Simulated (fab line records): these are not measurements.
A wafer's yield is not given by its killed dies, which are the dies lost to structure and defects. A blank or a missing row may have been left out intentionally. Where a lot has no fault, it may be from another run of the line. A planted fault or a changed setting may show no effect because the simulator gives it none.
Which tool was responsible? :: flow sky130 :: 15 lots with 45 wafers sampled at 7 steps, on a route of 708 steps

## WHAT EACH GAUGE READ, for each wafer
SKY_DNWELL_TW_MEAS_09. Usual: DNWELL_TW typically reads 1106, with standard deviation 6.3.
lot: L949
measured: day 3 08:31
on: film_metro-01
DNWELL_TW: 1102 1102 1101
flag: 

lot: L950
measured: day 3 12:29
on: film_metro-01
DNWELL_TW: 1105 1114 1109
flag: 

lot: L951
measured: day 3 17:17
on: film_metro-01
DNWELL_TW: 1096 1097 1100
flag: 

lot: L952
measured: day 3 23:34
on: film_metro-01
DNWELL_TW: 1106 1104 1106
flag: 

lot: L956
measured: day 5 01:00
on: film_metro-03
DNWELL_TW: 1093 1092 1104
flag: 

lot: L959
measured: day 5 14:38
on: film_metro-03
DNWELL_TW: 1104 1104 1100
flag: 

lot: L960
measured: day 5 22:19
on: film_metro-03
DNWELL_TW: 1098 1099 1103
flag: 

lot: L961
measured: day 6 02:39
on: film_metro-01
DNWELL_TW: 1115 1105 1117
flag: 

lot: L962
measured: day 6 06:39
on: film_metro-01
DNWELL_TW: 1114 1113 1115
flag: 

lot: L965
measured: day 6 21:21
on: film_metro-01
DNWELL_TW: 1112 1119 1118
flag: 

lot: L966
measured: day 7 03:26
on: film_metro-01
DNWELL_TW: 1110 1112 1107
flag: 

lot: L967
measured: day 7 09:24
on: film_metro-01
DNWELL_TW: 1112 1113 1111
flag: 

lot: L969
measured: day 7 19:30
on: film_metro-01
DNWELL_TW: 1110 1103 1109
flag: 

lot: L970
measured: day 8 03:16
on: film_metro-01
DNWELL_TW: 1106 1111 1111
flag: 

lot: L971
measured: day 8 05:40
on: film_metro-01
DNWELL_TW: 1109 1115 1104
flag: 

SKY_VT_ADJUST_LVTN_OVL_MEAS_07. Usual: VT_ADJUST_LVTN_OVL typically reads -1.0 nm, with standard deviation 1.7.
lot: L949
measured: day 7 13:50
on: overlay-01
VT_ADJUST_LVTN_OVL (nm): -0.7 -0.1 0.1
flag: 

lot: L950
measured: day 7 19:25
on: overlay-01
VT_ADJUST_LVTN_OVL (nm): -0.7 -1.6 -0.1
flag: 

lot: L951
measured: day 7 23:35
on: overlay-01
VT_ADJUST_LVTN_OVL (nm): -0.6 0.5 1.0
flag: 

lot: L952
measured: day 8 10:00
on: overlay-02
VT_ADJUST_LVTN_OVL (nm): -1.0 -1.5 1.2
flag: 

lot: L956
measured: day 9 16:38
on: overlay-01
VT_ADJUST_LVTN_OVL (nm): -1.3 -2.0 -1.0
flag: 

lot: L959
measured: day 10 08:02
on: overlay-01
VT_ADJUST_LVTN_OVL (nm): 1.6 0.4 0.9
flag: 

lot: L960
measured: day 10 17:24
on: overlay-02
VT_ADJUST_LVTN_OVL (nm): - - -
flag: OFF

lot: L961
measured: day 10 21:34
on: overlay-02
VT_ADJUST_LVTN_OVL (nm): - - -
flag: OFF

lot: L962
measured: day 11 00:41
on: overlay-01
VT_ADJUST_LVTN_OVL (nm): - - -
flag: OFF

lot: L965
measured: day 11 16:59
on: overlay-02
VT_ADJUST_LVTN_OVL (nm): -2.3 -0.3 -3.1
flag: 

lot: L966
measured: day 11 23:23
on: overlay-02
VT_ADJUST_LVTN_OVL (nm): 1.8 1.2 2.8
flag: 

lot: L967
measured: day 12 03:45
on: overlay-02
VT_ADJUST_LVTN_OVL (nm): -1.4 -0.4 0.2
flag: 

lot: L969
measured: day 12 15:27
on: overlay-02
VT_ADJUST_LVTN_OVL (nm): -4.3 -0.7 -2.9
flag: 

lot: L970
measured: day 12 23:39
on: overlay-02
VT_ADJUST_LVTN_OVL (nm): 0.3 0.5 0.2
flag: 

lot: L971
measured: day 13 01:13
on: overlay-02
VT_ADJUST_LVTN_OVL (nm): -1.0 -0.7 -1.2
flag: 

SKY_VT_ADJUST_LVTN_TW_MEAS_10. Usual: VT_ADJUST_LVTN_TW typically reads 239.4, with standard deviation 1.9.
lot: L949
measured: day 7 14:14
on: film_metro-02
VT_ADJUST_LVTN_TW: 237.6 237.6 238.0
flag: 

lot: L950
measured: day 7 19:42
on: film_metro-01
VT_ADJUST_LVTN_TW: 240.6 240.1 240.2
flag: 

lot: L951
measured: day 7 23:55
on: film_metro-01
VT_ADJUST_LVTN_TW: 239.0 240.8 239.8
flag: 

lot: L952
measured: day 8 10:18
on: film_metro-04
VT_ADJUST_LVTN_TW: 240.3 239.7 240.9
flag: 

lot: L956
measured: day 9 16:56
on: film_metro-01
VT_ADJUST_LVTN_TW: 239.0 240.7 239.3
flag: 

lot: L959
measured: day 10 08:19
on: film_metro-04
VT_ADJUST_LVTN_TW: 243.0 241.8 241.6
flag: 

lot: L960
measured: day 10 17:42
on: film_metro-04
VT_ADJUST_LVTN_TW: 242.1 240.8 240.3
flag: 

lot: L961
measured: day 10 21:52
on: film_metro-01
VT_ADJUST_LVTN_TW: 239.6 239.2 239.3
flag: 

lot: L962
measured: day 11 00:59
on: film_metro-04
VT_ADJUST_LVTN_TW: 241.5 242.4 241.7
flag: 

lot: L965
measured: day 11 17:17
on: film_metro-02
VT_ADJUST_LVTN_TW: 236.5 236.8 236.2
flag: 

lot: L966
measured: day 11 23:41
on: film_metro-02
VT_ADJUST_LVTN_TW: 236.3 237.5 238.4
flag: 

lot: L967
measured: day 12 04:02
on: film_metro-02
VT_ADJUST_LVTN_TW: 238.3 238.8 237.7
flag: 

lot: L969
measured: day 12 15:44
on: film_metro-04
VT_ADJUST_LVTN_TW: 241.1 239.1 239.9
flag: 

lot: L970
measured: day 12 23:57
on: film_metro-02
VT_ADJUST_LVTN_TW: 237.8 236.9 237.0
flag: 

lot: L971
measured: day 13 01:30
on: film_metro-04
VT_ADJUST_LVTN_TW: 242.8 243.3 242.8
flag: 

SKY_VT_ADJUST_LVTN_TW_MEAS_21. Usual: VT_ADJUST_LVTN_2_TW typically reads 186.8, with standard deviation 1.6.
lot: L949
measured: day 8 13:05
on: film_metro-01
VT_ADJUST_LVTN_2_TW: 186.3 186.6 186.5
flag: 

lot: L950
measured: day 8 19:30
on: film_metro-01
VT_ADJUST_LVTN_2_TW: 186.6 186.6 185.8
flag: 

lot: L951
measured: day 8 23:11
on: film_metro-02
VT_ADJUST_LVTN_2_TW: 186.3 186.3 186.9
flag: 

lot: L952
measured: day 9 10:03
on: film_metro-02
VT_ADJUST_LVTN_2_TW: 185.0 184.7 184.7
flag: 

lot: L956
measured: day 10 16:02
on: film_metro-04
VT_ADJUST_LVTN_2_TW: 188.1 189.6 188.3
flag: 

lot: L959
measured: day 11 05:52
on: film_metro-02
VT_ADJUST_LVTN_2_TW: 184.5 185.2 185.2
flag: 

lot: L960
measured: day 11 15:24
on: film_metro-02
VT_ADJUST_LVTN_2_TW: 261.7 262.8 262.2
flag: OFF

lot: L961
measured: day 11 20:34
on: film_metro-04
VT_ADJUST_LVTN_2_TW: 268.3 266.8 267.1
flag: OFF

lot: L962
measured: day 11 23:53
on: film_metro-04
VT_ADJUST_LVTN_2_TW: 267.4 265.6 267.2
flag: OFF

lot: L965
measured: day 12 16:46
on: film_metro-04
VT_ADJUST_LVTN_2_TW: 186.4 187.6 186.3
flag: 

lot: L966
measured: day 12 23:35
on: film_metro-01
VT_ADJUST_LVTN_2_TW: 186.9 186.7 187.1
flag: 

lot: L967
measured: day 13 03:07
on: film_metro-04
VT_ADJUST_LVTN_2_TW: 189.7 189.5 189.3
flag: 

lot: L969
measured: day 13 15:11
on: film_metro-04
VT_ADJUST_LVTN_2_TW: 189.6 189.6 189.6
flag: 

lot: L970
measured: day 14 00:21
on: film_metro-01
VT_ADJUST_LVTN_2_TW: 187.4 188.6 187.2
flag: 

lot: L971
measured: day 14 02:01
on: film_metro-02
VT_ADJUST_LVTN_2_TW: 184.9 184.0 184.8
flag: 

SKY_VT_ADJUST_NCORE_TW_MEAS_11. Usual: VT_ADJUST_NCORE_TW typically reads 216.3, with standard deviation 1.5.
lot: L949
measured: day 9 12:48
on: film_metro-03
VT_ADJUST_NCORE_TW: 218.6 217.2 218.8
flag: 

lot: L950
measured: day 9 19:24
on: film_metro-02
VT_ADJUST_NCORE_TW: 215.0 215.8 213.3
flag: 

lot: L951
measured: day 9 23:30
on: film_metro-02
VT_ADJUST_NCORE_TW: 215.0 215.6 214.4
flag: 

lot: L952
measured: day 10 09:07
on: film_metro-01
VT_ADJUST_NCORE_TW: 217.6 217.3 217.2
flag: 

lot: L956
measured: day 11 14:33
on: film_metro-03
VT_ADJUST_NCORE_TW: 216.2 216.7 217.8
flag: 

lot: L959
measured: day 12 04:53
on: film_metro-02
VT_ADJUST_NCORE_TW: 215.1 214.9 216.5
flag: 

lot: L960
measured: day 12 14:40
on: film_metro-01
VT_ADJUST_NCORE_TW: 280.6 279.1 281.7
flag: OFF

lot: L961
measured: day 12 19:26
on: film_metro-03
VT_ADJUST_NCORE_TW: 278.8 279.6 279.6
flag: OFF

lot: L962
measured: day 12 23:25
on: film_metro-02
VT_ADJUST_NCORE_TW: 277.3 277.4 277.4
flag: OFF

lot: L965
measured: day 13 17:09
on: film_metro-01
VT_ADJUST_NCORE_TW: 219.7 219.6 219.3
flag: 

lot: L966
measured: day 14 00:12
on: film_metro-02
VT_ADJUST_NCORE_TW: 214.1 214.5 213.9
flag: 

lot: L967
measured: day 14 03:46
on: film_metro-02
VT_ADJUST_NCORE_TW: 214.5 213.8 214.1
flag: 

lot: L969
measured: day 14 16:31
on: film_metro-02
VT_ADJUST_NCORE_TW: 213.7 214.0 215.5
flag: 

lot: L970
measured: day 15 02:04
on: film_metro-03
VT_ADJUST_NCORE_TW: 217.0 215.4 216.2
flag: 

lot: L971
measured: day 15 03:45
on: film_metro-01
VT_ADJUST_NCORE_TW: 218.9 219.7 217.9
flag: 

## WHICH TOOL RAN EACH LOT (tool, then ch and the chambers of the sampled wafers, then the start)
lot: L949
SKY_DNWELL_STRIP_08: plasma_asher-02 ch 0,1, day 3 08:25
SKY_VT_ADJUST_LVTN_COAT_02: litho_track-03 ch 0, day 7 02:29

lot: L950
SKY_DNWELL_STRIP_08: plasma_asher-03 ch 0,1, day 3 12:23
SKY_VT_ADJUST_LVTN_COAT_02: litho_track-02 ch 0, day 7 08:49

lot: L951
SKY_DNWELL_STRIP_08: plasma_asher-03 ch 0,1, day 3 17:10
SKY_VT_ADJUST_LVTN_COAT_02: litho_track-01 ch 0, day 7 12:31

lot: L952
SKY_DNWELL_STRIP_08: plasma_asher-01 ch 0,1, day 3 23:28
SKY_VT_ADJUST_LVTN_COAT_02: litho_track-02 ch 0, day 7 21:37

lot: L956
SKY_DNWELL_STRIP_08: plasma_asher-03 ch 0,1, day 5 00:35
SKY_VT_ADJUST_LVTN_COAT_02: litho_track-02 ch 0, day 9 04:22

lot: L959
SKY_DNWELL_STRIP_08: plasma_asher-02 ch 0,1, day 5 14:32
SKY_VT_ADJUST_LVTN_COAT_02: litho_track-02 ch 0, day 9 20:19

lot: L960
SKY_DNWELL_STRIP_08: plasma_asher-01 ch 0,1, day 5 22:13
SKY_VT_ADJUST_LVTN_COAT_02: litho_track-02, day 10 05:28

lot: L961
SKY_DNWELL_STRIP_08: plasma_asher-02 ch 0,1, day 6 02:33
SKY_VT_ADJUST_LVTN_COAT_02: litho_track-02, day 10 10:02

lot: L962
SKY_DNWELL_STRIP_08: plasma_asher-02 ch 0,1, day 6 06:32
SKY_VT_ADJUST_LVTN_COAT_02: litho_track-03, day 10 13:37

lot: L965
SKY_DNWELL_STRIP_08: plasma_asher-01 ch 0,1, day 6 21:14
SKY_VT_ADJUST_LVTN_COAT_02: litho_track-01 ch 0, day 11 04:58

lot: L966
SKY_DNWELL_STRIP_08: plasma_asher-03 ch 0,1, day 7 03:20
SKY_VT_ADJUST_LVTN_COAT_02: litho_track-02 ch 0, day 11 11:37

lot: L967
SKY_DNWELL_STRIP_08: plasma_asher-01 ch 0,1, day 7 09:17
SKY_VT_ADJUST_LVTN_COAT_02: litho_track-01 ch 0, day 11 16:19

lot: L969
SKY_DNWELL_STRIP_08: plasma_asher-01 ch 1, day 7 19:23
SKY_VT_ADJUST_LVTN_COAT_02: litho_track-02 ch 0, day 12 03:08

lot: L970
SKY_DNWELL_STRIP_08: plasma_asher-02 ch 0,1, day 8 03:10
SKY_VT_ADJUST_LVTN_COAT_02: litho_track-03 ch 0, day 12 11:17

lot: L971
SKY_DNWELL_STRIP_08: plasma_asher-03 ch 0,1, day 8 05:34
SKY_VT_ADJUST_LVTN_COAT_02: litho_track-02 ch 0, day 12 13:34
- SKY_DNWELL_STRIP_08: strips in O2/N2.
- SKY_VT_ADJUST_LVTN_COAT_02: resist thk 3000 nm.

## WHAT THE TOOLS THEMSELVES READ (means of the sampled wafers that have a number; where no wafer has one, the mark that the record gives instead)
SKY_DNWELL_STRIP_08. Usual: drypump_motor_current_A 5.51 A, standard deviation 0.3; o2_flow_sccm 3001 sccm, standard deviation 9.5; oes_product_au 0.722 a.u., standard deviation 0.0049; strip_time_to_endpoint_s 36.95 s, standard deviation 0.094.
lot: L949
tool: plasma_asher-02
drypump_motor_current_A (A): 5.78
o2_flow_sccm (sccm): 3007
oes_product_au (a.u.): 0.717
strip_time_to_endpoint_s (s): 37.01
flag: 

lot: L950
tool: plasma_asher-03
drypump_motor_current_A (A): 5.29
o2_flow_sccm (sccm): 2999
oes_product_au (a.u.): 0.718
strip_time_to_endpoint_s (s): 37.09
flag: 

lot: L951
tool: plasma_asher-03
drypump_motor_current_A (A): 5.31
o2_flow_sccm (sccm): 2990
oes_product_au (a.u.): 0.722
strip_time_to_endpoint_s (s): 36.92
flag: 

lot: L952
tool: plasma_asher-01
drypump_motor_current_A (A): 5.16
o2_flow_sccm (sccm): 3005
oes_product_au (a.u.): 0.717
strip_time_to_endpoint_s (s): 36.91
flag: 

lot: L956
tool: plasma_asher-03
drypump_motor_current_A (A): 5.29
o2_flow_sccm (sccm): 2994
oes_product_au (a.u.): 0.722
strip_time_to_endpoint_s (s): 36.96
flag: 

lot: L959
tool: plasma_asher-02
drypump_motor_current_A (A): 5.87
o2_flow_sccm (sccm): 2998
oes_product_au (a.u.): 0.725
strip_time_to_endpoint_s (s): 37.05
flag: 

lot: L960
tool: plasma_asher-01
drypump_motor_current_A (A): 5.17
o2_flow_sccm (sccm): 3004
oes_product_au (a.u.): 0.726
strip_time_to_endpoint_s (s): 37.00
flag: 

lot: L961
tool: plasma_asher-02
drypump_motor_current_A (A): 5.85
o2_flow_sccm (sccm): 3006
oes_product_au (a.u.): 0.723
strip_time_to_endpoint_s (s): 36.88
flag: 

lot: L962
tool: plasma_asher-02
drypump_motor_current_A (A): 5.88
o2_flow_sccm (sccm): 3009
oes_product_au (a.u.): 0.722
strip_time_to_endpoint_s (s): 36.82
flag: 

lot: L965
tool: plasma_asher-01
drypump_motor_current_A (A): 5.23
o2_flow_sccm (sccm): 3008
oes_product_au (a.u.): 0.722
strip_time_to_endpoint_s (s): 36.97
flag: 

lot: L966
tool: plasma_asher-03
drypump_motor_current_A (A): 5.29
o2_flow_sccm (sccm): 3001
oes_product_au (a.u.): 0.721
strip_time_to_endpoint_s (s): 37.07
flag: 

lot: L967
tool: plasma_asher-01
drypump_motor_current_A (A): 5.24
o2_flow_sccm (sccm): 3002
oes_product_au (a.u.): 0.725
strip_time_to_endpoint_s (s): 36.93
flag: 

lot: L969
tool: plasma_asher-01
drypump_motor_current_A (A): 5.31
o2_flow_sccm (sccm): 2998
oes_product_au (a.u.): 0.720
strip_time_to_endpoint_s (s): 36.92
flag: 

lot: L970
tool: plasma_asher-02
drypump_motor_current_A (A): 5.78
o2_flow_sccm (sccm): 2999
oes_product_au (a.u.): 0.721
strip_time_to_endpoint_s (s): 37.15
flag: 

lot: L971
tool: plasma_asher-03
drypump_motor_current_A (A): 5.29
o2_flow_sccm (sccm): 2996
oes_product_au (a.u.): 0.722
strip_time_to_endpoint_s (s): 36.93
flag: 

SKY_VT_ADJUST_LVTN_COAT_02. Usual: chill_plate_temp_C 23.00 C, standard deviation 0.11; dispense_pressure_kPa 46 kPa, standard deviation 3; resist_line_temp_C 23.01 C, standard deviation 0.12.
lot: L949
tool: litho_track-03
chill_plate_temp_C (C): 22.84
dispense_pressure_kPa (kPa): 48
resist_line_temp_C (C): 23.08
flag: 

lot: L950
tool: litho_track-02
chill_plate_temp_C (C): 23.04
dispense_pressure_kPa (kPa): 48
resist_line_temp_C (C): 22.90
flag: 

lot: L951
tool: litho_track-01
chill_plate_temp_C (C): 23.00
dispense_pressure_kPa (kPa): 41
resist_line_temp_C (C): 22.91
flag: 

lot: L952
tool: litho_track-02
chill_plate_temp_C (C): 22.94
dispense_pressure_kPa (kPa): 48
resist_line_temp_C (C): 22.86
flag: 

lot: L956
tool: litho_track-02
chill_plate_temp_C (C): 22.89
dispense_pressure_kPa (kPa): 48
resist_line_temp_C (C): 23.13
flag: 

lot: L959
tool: litho_track-02
chill_plate_temp_C (C): 22.93
dispense_pressure_kPa (kPa): 48
resist_line_temp_C (C): 22.93
flag: 

lot: L960
tool: litho_track-02
chill_plate_temp_C (C): -
dispense_pressure_kPa (kPa): -
resist_line_temp_C (C): -
flag: OFF

lot: L961
tool: litho_track-02
chill_plate_temp_C (C): -
dispense_pressure_kPa (kPa): -
resist_line_temp_C (C): -
flag: OFF

lot: L962
tool: litho_track-03
chill_plate_temp_C (C): -
dispense_pressure_kPa (kPa): -
resist_line_temp_C (C): -
flag: OFF

lot: L965
tool: litho_track-01
chill_plate_temp_C (C): 22.81
dispense_pressure_kPa (kPa): 41
resist_line_temp_C (C): 22.96
flag: 

lot: L966
tool: litho_track-02
chill_plate_temp_C (C): 23.07
dispense_pressure_kPa (kPa): 48
resist_line_temp_C (C): 23.09
flag: 

lot: L967
tool: litho_track-01
chill_plate_temp_C (C): 22.99
dispense_pressure_kPa (kPa): 41
resist_line_temp_C (C): 23.03
flag: 

lot: L969
tool: litho_track-02
chill_plate_temp_C (C): 23.07
dispense_pressure_kPa (kPa): 48
resist_line_temp_C (C): 22.99
flag: 

lot: L970
tool: litho_track-03
chill_plate_temp_C (C): 22.91
dispense_pressure_kPa (kPa): 48
resist_line_temp_C (C): 22.98
flag: 

lot: L971
tool: litho_track-02
chill_plate_temp_C (C): 23.15
dispense_pressure_kPa (kPa): 48
resist_line_temp_C (C): 22.92
flag: 

## THE ANSWER, worked out from the rows above alone
Rule: a lot is off if the mean of its wafers that have a number lies more than 3 standard deviations from the usual mean. A lot without any number at a reading at which 4 lots or more have one is off too. Any other lot the step has rows for is counted as sound. Order of review: gauges by route order, followed by the tools' own readings, for which a lot's mean as printed above is used. The first step at which some lot is off is used, and at that step the reading that is off furthest; a lot without a number counts as furthest.
Off: L960, L961, L962, at SKY_VT_ADJUST_LVTN_OVL_MEAS_07 (VT_ADJUST_LVTN_OVL). Without a number there: L960, L961, L962.
A tool fits if, at a process step before that reading, it ran every lot that is off, and no sound lot after the first of them. The gauges at SKY_VT_ADJUST_LVTN_OVL_MEAS_07 aren't tried: what is off there is off at SKY_VT_ADJUST_LVTN_TW_MEAS_21 too, on other tools, and a gauge's error can't cause that. None of those tried fits.

## WHAT THE SIMULATOR HAD INSERTED
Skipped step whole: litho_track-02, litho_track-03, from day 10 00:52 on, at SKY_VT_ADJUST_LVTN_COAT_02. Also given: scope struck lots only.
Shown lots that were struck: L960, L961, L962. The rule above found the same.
